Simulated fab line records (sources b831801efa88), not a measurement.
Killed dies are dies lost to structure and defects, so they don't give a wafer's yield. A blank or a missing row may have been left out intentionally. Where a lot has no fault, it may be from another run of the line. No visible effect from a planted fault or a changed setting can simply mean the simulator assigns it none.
fab line records	flow sky130
record: lots: 6	wafers: 18	last_day: 50
route steps=708 shown LDD_N@252 LDD_P@255 LDD_HVN@267 PAD_OPEN@708
lots that met no fault: from a run of the same line without faults
start_h: start of the lot's first displayed wafer, in hours after the record's first day	wait_h: hours elapsed since this lot's preceding step	" repeats the value in the row above	L1.1+2: a single row standing in for several wafers	- no value present, or no start provided	* or withheld: withheld	< > ~ a bound
route shown NAME@n: a module of which the file shows steps, and the number in the route of the first	usual: mean/standard deviation taken from wafers without a fault	same: alike in all rows	chamber/n: place in a boat	sites: readings site by site	_std_site: the standard deviation of these	_edge_site: mean of outer sites minus mean of inner sites	radius_mm: for every site, how far away it sits from the centre of the wafer	mask NAME#n: copy n	behind: the last tool/chamber to shape the wafer	hold: what put the lot on hold/how long, in hours/how the hold closed	device: whichever transistor did not switch (one of n, p or np)	end of line: the route-end tests of the same wafers	where a step has no rows: the recipe by itself	killed: at the first sort, the dies lost to defects and structure; wafer yield is something else	map: a wafer's dies, x killed, . not, _ none there
set.NAME: setting as actually run; set.NAME@STEP: the setting as run at that earlier step	model.NAME: the simulator's own value behind a step, which no gauge read
lots at some steps of the route; a table a step, a row a wafer
services: from which hour (start_h, from the record's first day; less than 0 if before it) a tool's chamber was out of use, for how many hours, and why
== steps ==
step: SKY_LDD_N_IMPLANT_15
recipe: species: BF2	energy_kev: 50	dose_cm2: 5e+12	tilt_deg: 30	rotation_deg: 270
step: SKY_LDD_N_STRIP_16
recipe: chemistry: O2/N2	power_w: 1400	pressure_mtorr: 1500	platen_temp_c: withheld	o2_flow_sccm: 3000	n2_flow_sccm: 300	overash_fraction: 0.5318
usual: drypump_motor_current_A: 5.3/0.4	oes_product_au: 0.407/0.0044	strip_time_to_endpoint_s: 4.320/0.014
lot.wafer	tool	chamber	start_h	wait_h	drypump_motor_current_A	oes_product_au	rf_hours_counter_h	strip_time_to_endpoint_s
L688.2	plasma_asher-02	0	410.46	0.1	4.9	0.401	74	4.308
L688.4	"	0	"	"	4.9	0.411	-	4.330
L688.6	"	0	"	"	5.0	0.409	-	4.322
L694.4	plasma_asher-03	1	461.09	0.1	5.3	0.404	-	4.311
L694.5	"	0	"	"	5.5	0.411	-	4.324
L694.6	"	1	"	"	5.4	0.405	-	4.302
L701.3	plasma_asher-03	1	534.54	0.1	5.3	0.407	-	4.343
L701.5	"	0	"	"	5.5	0.399	-	4.331
L701.6	"	1	"	"	5.4	0.412	-	4.319
L700.2	plasma_asher-02	1	534.64	0.1	6.1	0.405	11	4.343
L700.4	"	1	"	"	6.1	0.419	-	4.308
L700.5	"	1	"	"	6.2	0.402	-	4.303
L706.1	plasma_asher-01	1	571.47	0.1	4.8	0.406	74	4.319
L706.2	"	0	"	"	5.2	0.404	74	4.318
L706.4	"	0	"	"	5.2	0.408	-	4.335
L708.2	plasma_asher-01	0	589.04	0.1	5.2	0.403	76	4.307
L708.5	"	1	"	"	4.8	0.407	-	4.325
L708.6	"	0	"	"	5.2	0.405	-	4.304
step: SKY_LDD_N_TW_MEAS_17
usual: LDD_N_TW: 2566/23
lot.wafer	tool	chamber	start_h	wait_h	LDD_N_TW
L688.2	film_metro-03	-	410.57	0.1	2566
L688.4	"	-	"	"	2556
L688.6	"	-	"	"	2554
L694.4	film_metro-01	-	461.19	0.1	2624
L694.5	"	-	"	"	2611
L694.6	"	-	"	"	2597
L701.3	film_metro-02	-	534.63	0.1	2540
L701.5	"	-	"	"	2544
L701.6	"	-	"	"	2547
L700.2	film_metro-03	-	534.75	0.1	2581
L700.4	"	-	"	"	2574
L700.5	"	-	"	"	2569
L706.1	film_metro-03	-	571.57	0.1	2553
L706.2	"	-	"	"	2550
L706.4	"	-	"	"	2557
L708.2	film_metro-02	-	589.15	0.1	2545
L708.5	"	-	"	"	2562
L708.6	"	-	"	"	2556
step: SKY_LDD_P_DEHYDRATE_00
recipe: temp_c: 200	time_s: 60
step: SKY_LDD_P_HMDS_01
recipe: prime_time_s: 60	prime_temp_c: 120
step: SKY_LDD_P_COAT_02
recipe: resist: NOVOLAK	spin_rpm: 3000	resist_thk_nm: 1140
step: SKY_LDD_P_SOFTBAKE_03
recipe: temp_c: 90	time_s: 60	resist: NOVOLAK
step: SKY_LDD_P_EXPOSE_04
recipe: mask_id: PSDM	na: 0.6	source_shape: conventional	sigma_outer: 0.6	polarization: unpolarized	target_cd_nm: 380	dose_mj: 138
step: SKY_LDD_P_PEB_05
recipe: temp_c: withheld	time_s: *	resist: NOVOLAK
step: SKY_LDD_P_DEVELOP_06
recipe: resist: NOVOLAK	developer: TMAH	develop_time_s: 60	dev_temp_c: 23
step: SKY_LDD_P_CD_MEAS_07
recipe: target_cd_nm: 380
usual: cd_nm: 380/3.1
lot.wafer	tool	chamber	start_h	wait_h	cd_nm
L688.2	cd_sem-02	-	439.29	0.1	384
L688.4	"	-	"	"	384
L688.6	"	-	"	"	383
L694.4	cd_sem-02	-	491.68	0.1	378
L694.5	"	-	"	"	382
L694.6	"	-	"	"	379
L701.3	cd_sem-01	-	564.65	0.1	377
L701.5	"	-	"	"	380
L701.6	"	-	"	"	377
L700.2	cd_sem-01	-	564.75	0.1	379
L700.4	"	-	"	"	377
L700.5	"	-	"	"	378
L706.1	cd_sem-01	-	599.58	0.1	381
L706.2	"	-	"	"	380
L706.4	"	-	"	"	377
L708.2	cd_sem-02	-	618.05	0.1	381
L708.5	"	-	"	"	379
L708.6	"	-	"	"	381
step: SKY_LDD_P_OVL_MEAS_08
usual: LDD_P_OVL: 0.7/1.6
lot.wafer	tool	chamber	start_h	wait_h	LDD_P_OVL[nm]
L688.2	overlay-01	-	439.40	0.1	-1.6
L688.4	"	-	"	"	0.1
L688.6	"	-	"	"	-1.6
L694.4	overlay-01	-	491.76	0.1	3.2
L694.5	"	-	"	"	0.2
L694.6	"	-	"	"	1.0
L701.3	overlay-01	-	564.74	0.1	-1.8
L701.5	"	-	"	"	-0.4
L701.6	"	-	"	"	0.4
L700.2	overlay-01	-	564.85	0.1	1.7
L700.4	"	-	"	"	2.1
L700.5	"	-	"	"	0.8
L706.1	overlay-02	-	599.70	0.1	0.4
L706.2	"	-	"	"	1.5
L706.4	"	-	"	"	-0.2
L708.2	overlay-02	-	618.16	0.1	-1.6
L708.5	"	-	"	"	0.0
L708.6	"	-	"	"	-0.3
step: SKY_LDD_P_IMPLANT_09
recipe: species: BF2	energy_kev: 25	dose_cm2: 1e+13	tilt_deg: withheld
lot.wafer	tool	chamber	start_h	wait_h
L688.2+4+6	implanter-04	0	439.46	0.0
L694.4+5+6	implanter-01	0	491.86	0.1
L701.3+5+6	implanter-03	0	564.81	0.1
L700.2+4+5	implanter-01	0	564.91	0.0
L700.2+4+5	implanter-01	0	565.22	0.3
L706.1+2+4	implanter-04	0	599.74	0.0
L706.1+2+4	implanter-04	0	600.06	0.3
L708.2+5+6	implanter-01	0	618.22	0.0
step: SKY_LDD_P_STRIP_10
recipe: chemistry: O2/N2	power_w: 1400	pressure_mtorr: 1500	platen_temp_c: withheld	o2_flow_sccm: 3000	n2_flow_sccm: 300	overash_fraction: 0.5
usual: drypump_motor_current_A: 5.4/0.48	oes_product_au: 0.715/0.005	strip_time_to_endpoint_s: 14.17/0.038
lot.wafer	tool	chamber	start_h	wait_h	drypump_motor_current_A	oes_product_au	rf_hours_counter_h	strip_time_to_endpoint_s
L688.2	plasma_asher-04	0	439.58	0.1	6.7	0.713	30	14.14
L688.4	"	0	"	"	6.6	0.718	-	14.16
L688.6	"	0	"	"	6.6	0.724	-	14.15
L694.4	plasma_asher-04	0	491.96	0.1	6.7	0.720	-	14.18
L694.5	"	1	"	"	5.8	0.712	-	14.19
L694.6	"	0	"	"	6.7	0.725	-	14.17
L701.3	plasma_asher-01	0	564.95	0.1	5.2	0.711	-	14.16
L701.5	"	0	"	"	5.3	0.723	-	14.20
L701.6	"	1	"	"	4.8	0.719	-	14.11
L700.2	plasma_asher-03	0	565.35	0.1	5.5	0.714	88	14.18
L700.4	"	0	"	"	5.5	0.703	-	14.18
L700.5	"	0	"	"	5.5	0.710	-	14.22
L706.1	plasma_asher-01	1	600.21	0.1	4.8	0.719	77	14.13
L706.2	"	0	"	"	5.2	0.707	77	14.19
L706.4	"	0	"	"	5.2	0.711	-	14.19
L708.2	plasma_asher-03	0	618.34	0.1	5.5	0.717	93	14.17
L708.5	"	0	"	"	5.5	0.715	-	14.22
L708.6	"	1	"	"	5.4	0.721	-	14.21
step: SKY_LDD_P_TW_MEAS_11
usual: LDD_P_TW: 631/5.3
lot.wafer	tool	chamber	start_h	wait_h	LDD_P_TW
L688.2	film_metro-02	-	439.69	0.1	622
L688.4	"	-	"	"	627
L688.6	"	-	"	"	624
L694.4	film_metro-04	-	492.06	0.1	637
L694.5	"	-	"	"	636
L694.6	"	-	"	"	634
L701.3	film_metro-03	-	565.03	0.1	630
L701.5	"	-	"	"	627
L701.6	"	-	"	"	632
L700.2	film_metro-02	-	565.46	0.1	779
L700.4	"	-	"	"	774
L700.5	"	-	"	"	778
L706.1	film_metro-03	-	600.31	0.1	781
L706.2	"	-	"	"	775
L706.4	"	-	"	"	779
L708.2	film_metro-04	-	618.45	0.1	635
L708.5	"	-	"	"	636
L708.6	"	-	"	"	638
step: SKY_LDD_HVN_DEHYDRATE_00
recipe: temp_c: 200	time_s: 60
step: SKY_PAD_OPEN_PROBE_99
usual: killed_at_M0_to_M3: 42/5.8	killed_at_M4_up: 3.0/2	killed_at_contacts: 24/5.5	killed_at_front_end: 15/3.9	killed_at_other: 0.3/0.54	killed_dies: 85/8.8	killed_open: 47/6.8	killed_short: 38/5.9
same: gross_dies: 492	killed_at_back_side: 0
lot.wafer	tool	chamber	start_h	wait_h	killed_at_M0_to_M3	killed_at_M4_up	killed_at_contacts	killed_at_front_end	killed_at_other	killed_dies	killed_open	killed_short	model.etest.tip_p.rs_ohm_sq	model.etest.pfet_01v8.r_on_ohm_um	model.etest.tip_p.rs_ohm_sq_range	model.etest.pfet_01v8.drive_ua_um	model.etest.pfet_01v8_hvt.drive_ua_um	model.etest.sram_pfet_latch.drive_ua_um	model.etest.pfet_01v8_mvt.drive_ua_um	model.etest.pfet_01v8_lvt.drive_ua_um
L688.2	prober-02	-	1088.67	0.1	35	5	23	16	0	79	41	38	6896	2907	145.4	192.6	143.3	136.6	151.5	171.9
L688.4	prober-02	-	1088.77	0.2	44	3	38	19	0	104	54	50	6849	2890	191.5	190.4	143.1	146.5	152.2	172.5
L688.6	prober-02	-	1088.87	0.2	34	0	11	22	0	67	32	35	6893	2930	167.3	191.9	143	140.3	150	172.9
L694.4	prober-02	-	1125.57	0.2	35	7	17	15	0	74	38	36	6978	3044	151.4	181.2	133.1	133.5	142.9	169
L694.5	prober-02	-	1125.62	0.2	40	3	32	15	0	90	52	38	6887	2967	232.8	187.7	137.2	133.2	147.3	171
L694.6	prober-02	-	1125.67	0.2	32	1	23	9	0	65	39	26	6931	2890	241.4	193.3	142.2	146.3	151.9	172.2
L701.3	prober-01	-	1168.94	0.2	53	4	23	14	0	94	49	45	6788	2820	200.5	198.4	147.1	147.6	156.9	177.3
L701.5	prober-01	-	1169.04	0.2	37	3	33	22	0	95	55	40	6852	2749	185.4	205.2	153.8	159.5	158.4	180.8
L701.6	prober-01	-	1169.09	0.2	44	5	34	20	1	104	61	43	6773	2786	190.8	202	151.6	154.9	156.4	181
L700.2	prober-02	-	1172.54	0.1	36	4	25	13	0	78	50	28	3918	2664	121.2	217.4	162	159.7	163.8	185.1
L700.4	prober-02	-	1172.64	0.2	42	1	26	9	0	78	42	35	3923	2649	139	217.9	162.7	159.7	163.6	185.1
L700.5	prober-02	-	1172.69	0.2	37	4	26	11	0	78	42	35	3927	2653	144	220.5	164.3	163.2	163.5	186.6
L706.1	prober-02	-	1191.46	0.1	43	4	24	13	1	85	43	42	3931	2692	29.12	216.3	159.9	150.3	160.2	180
L706.2	prober-02	-	1191.51	0.1	46	3	23	20	0	92	48	44	3949	2706	85.79	209.7	156	152.7	158	177.3
L706.4	prober-02	-	1191.61	0.2	39	3	19	17	1	79	49	30	3914	2722	62.98	210.6	156.8	156	158.3	176.1
L708.2	prober-02	-	1197.06	0.1	42	2	27	11	0	82	48	34	6736	2824	186.3	200.1	148.5	146.1	158.2	174.4
L708.5	prober-02	-	1197.21	0.2	42	2	20	14	0	78	36	42	6698	2808	154.3	200.2	149.1	148.2	157.6	176.4
L708.6	prober-02	-	1197.26	0.2	36	5	22	11	0	74	40	33	6773	2849	198.5	196.1	146.1	148.3	156.3	176.2
killed by level:class
L688.2 VIA1:geometric_particle:open=8 FIELD_ISO:geometric_particle:open=7 CONTACT:geometric_particle:open=7 CONTACT:geometric_particle:short=6 LOCAL_INTERCONNECT:geometric_particle:short=5 VIA2:geometric_particle:open=5 VIA3:geometric_particle:open=5 FIELD_ISO:geometric_particle:short=4
L688.4 VIA1:geometric_particle:open=13 CONTACT:geometric_particle:open=13 LI_CONTACT:geometric_particle:open=8 LOCAL_INTERCONNECT:geometric_particle:short=7 METAL1:geometric_particle:short=6 VIA3:geometric_particle:open=6 CONTACT:geometric_particle:short=6 METAL2:geometric_particle:short=5
L688.6 VIA1:geometric_particle:open=12 POLY_GATE:geometric_particle:short=6 FIELD_ISO:geometric_particle:short=5 CONTACT:geometric_particle:short=5 METAL1:geometric_particle:short=5 METAL2:geometric_particle:short=5 POLY_GATE:geometric_particle:open=4 FIELD_ISO:geometric_particle:open=3
L694.4 VIA1:geometric_particle:open=9 VIA3:geometric_particle:open=8 CONTACT:geometric_particle:open=7 LI_CONTACT:geometric_particle:open=6 METAL4:geometric_particle:short=6 FIELD_ISO:geometric_particle:short=5 POLY_GATE:geometric_particle:short=5 POLY_GATE:geometric_particle:open=3
L694.5 LI_CONTACT:geometric_particle:open=12 VIA1:geometric_particle:open=11 CONTACT:geometric_particle:open=8 METAL2:geometric_particle:short=6 POLY_GATE:geometric_particle:open=5 CONTACT:geometric_particle:short=5 VIA2:geometric_particle:open=4 METAL1:geometric_particle:short=4
L694.6 CONTACT:geometric_particle:open=9 VIA2:geometric_particle:open=8 LI_CONTACT:geometric_particle:open=7 VIA1:geometric_particle:open=7 METAL1:geometric_particle:short=6 LOCAL_INTERCONNECT:geometric_particle:short=5 POLY_GATE:geometric_particle:open=4 VIA3:geometric_particle:short=4
L701.3 VIA1:geometric_particle:open=11 VIA3:geometric_particle:open=9 CONTACT:geometric_particle:open=8 LI_CONTACT:geometric_particle:open=7 VIA2:geometric_particle:short=6 POLY_GATE:geometric_particle:short=5 POLY_GATE:geometric_particle:open=5 CONTACT:geometric_particle:short=5
L701.5 CONTACT:geometric_particle:open=15 LI_CONTACT:geometric_particle:open=9 POLY_GATE:geometric_particle:open=8 POLY_GATE:geometric_particle:short=7 VIA1:geometric_particle:open=7 VIA3:geometric_particle:open=6 VIA2:geometric_particle:short=5 CONTACT:geometric_particle:short=4
L701.6 VIA1:geometric_particle:open=13 CONTACT:geometric_particle:open=11 CONTACT:geometric_particle:short=7 VIA3:geometric_particle:open=7 LI_CONTACT:geometric_particle:open=6 LOCAL_INTERCONNECT:geometric_particle:short=6 VIA1:geometric_particle:short=6 VIA2:geometric_particle:open=6
L700.2 VIA1:geometric_particle:open=13 LI_CONTACT:geometric_particle:open=10 CONTACT:geometric_particle:open=10 VIA2:geometric_particle:open=6 POLY_GATE:geometric_particle:open=4 METAL1:geometric_particle:short=4 METAL2:geometric_particle:short=4 FIELD_ISO:geometric_particle:open=3
L700.4 VIA1:geometric_particle:open=13 CONTACT:geometric_particle:open=8 LI_CONTACT:geometric_particle:short=6 LI_CONTACT:geometric_particle:open=5 LOCAL_INTERCONNECT:geometric_particle:short=5 VIA1:geometric_particle:short=4 VIA2:geometric_particle:open=4 FIELD_ISO:geometric_particle:short=3
L700.5 CONTACT:geometric_particle:open=13 VIA1:geometric_particle:open=10 METAL1:geometric_particle:short=8 LI_CONTACT:geometric_particle:open=7 VIA1:geometric_particle:short=5 VIA3:geometric_particle:open=4 METAL2:geometric_particle:short=4 POLY_GATE:geometric_particle:short=3
L706.1 VIA2:geometric_particle:open=9 LI_CONTACT:geometric_particle:open=8 VIA1:geometric_particle:open=8 VIA3:geometric_particle:open=7 LOCAL_INTERCONNECT:geometric_particle:short=6 METAL1:geometric_particle:short=6 FIELD_ISO:geometric_particle:short=5 FIELD_ISO:geometric_particle:open=5
L706.2 CONTACT:geometric_particle:open=9 VIA1:geometric_particle:open=8 METAL1:geometric_particle:short=7 VIA2:geometric_particle:open=7 CONTACT:geometric_particle:short=6 VIA3:geometric_particle:open=6 VIA1:geometric_particle:short=5 FIELD_ISO:geometric_particle:open=4
L706.4 CONTACT:geometric_particle:open=8 VIA2:geometric_particle:open=8 VIA1:geometric_particle:open=8 VIA3:geometric_particle:open=8 VIA2:geometric_particle:short=6 FIELD_ISO:geometric_particle:open=5 FIELD_ISO:geometric_particle:short=4 POLY_GATE:geometric_particle:open=4
L708.2 LI_CONTACT:geometric_particle:open=11 VIA1:geometric_particle:open=10 VIA2:geometric_particle:open=7 LI_CONTACT:geometric_particle:short=5 VIA2:geometric_particle:short=5 VIA3:geometric_particle:open=5 FIELD_ISO:geometric_particle:open=4 LOCAL_INTERCONNECT:geometric_particle:short=4
L708.5 METAL2:geometric_particle:short=10 VIA2:geometric_particle:open=9 CONTACT:geometric_particle:open=6 METAL1:geometric_particle:short=6 VIA1:geometric_particle:open=6 FIELD_ISO:geometric_particle:short=5 CONTACT:geometric_particle:short=5 POLY_GATE:geometric_particle:open=4
L708.6 LI_CONTACT:geometric_particle:open=8 CONTACT:geometric_particle:open=8 VIA1:geometric_particle:open=6 VIA3:geometric_particle:open=6 CONTACT:geometric_particle:short=5 METAL1:geometric_particle:short=5 FIELD_ISO:geometric_particle:open=4 METAL2:geometric_particle:short=4
== services ==
tool	chamber	start_h	hours	kind
implanter-01	-	393.61	4.6	pm
plasma_asher-02	-	421.25	9.0	pm
plasma_asher-02	0	421.25	9.0	vent_cycle
plasma_asher-02	1	421.25	9.0	vent_cycle
implanter-01	-	429.52	1.7	repair
plasma_asher-02	0	430.25	-	clean
plasma_asher-02	1	430.25	-	clean
plasma_asher-01	-	434.18	14.6	pm
plasma_asher-02	-	460.10	0.5	repair
plasma_asher-02	-	460.46	0.8	repair
implanter-04	-	479.42	1.4	repair
plasma_asher-01	-	480.32	1.8	repair
plasma_asher-03	-	480.41	1.2	repair
implanter-03	-	487.44	2.2	repair
implanter-04	-	491.30	3.6	pm
plasma_asher-04	-	529.17	3.9	repair
implanter-03	-	551.52	4.7	repair
plasma_asher-01	-	594.66	3.3	repair
implanter-01	-	596.17	6.9	pm
implanter-01	-	612.89	1.3	repair
== key ==
first_sign: step: SKY_LDD_P_IMPLANT_09	reading: visit	direction: added
effect: step: SKY_LDD_P_TW_MEAS_11	reading: LDD_P_TW	direction: up	sigmas: 28	usual: 631	struck: 778
model_effect: step: SKY_PAD_OPEN_PROBE_99	value: etest.tip_p.rs_ohm_sq	without: 6889	struck: 3927
met_at SKY_LDD_P_IMPLANT_09
struck_wafers L700.2,L700.4,L700.5,L706.1,L706.2,L706.4
tester_left_out L700,L706
fault: kind: repeated_step_whole	tool: implanter-01,implanter-03,implanter-04	chamber: -	onset_h: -	steps: SKY_LDD_P_IMPLANT_09	times: 1	scope: struck_lots_only
tester_left_out: of these lots the tester's yield and bins aren't shown, on N5 and GAA mostly nor the transistor test; their killed dies are dies lost to structure and defects alone, not to doping, threshold or leakage, so they don't give the yield
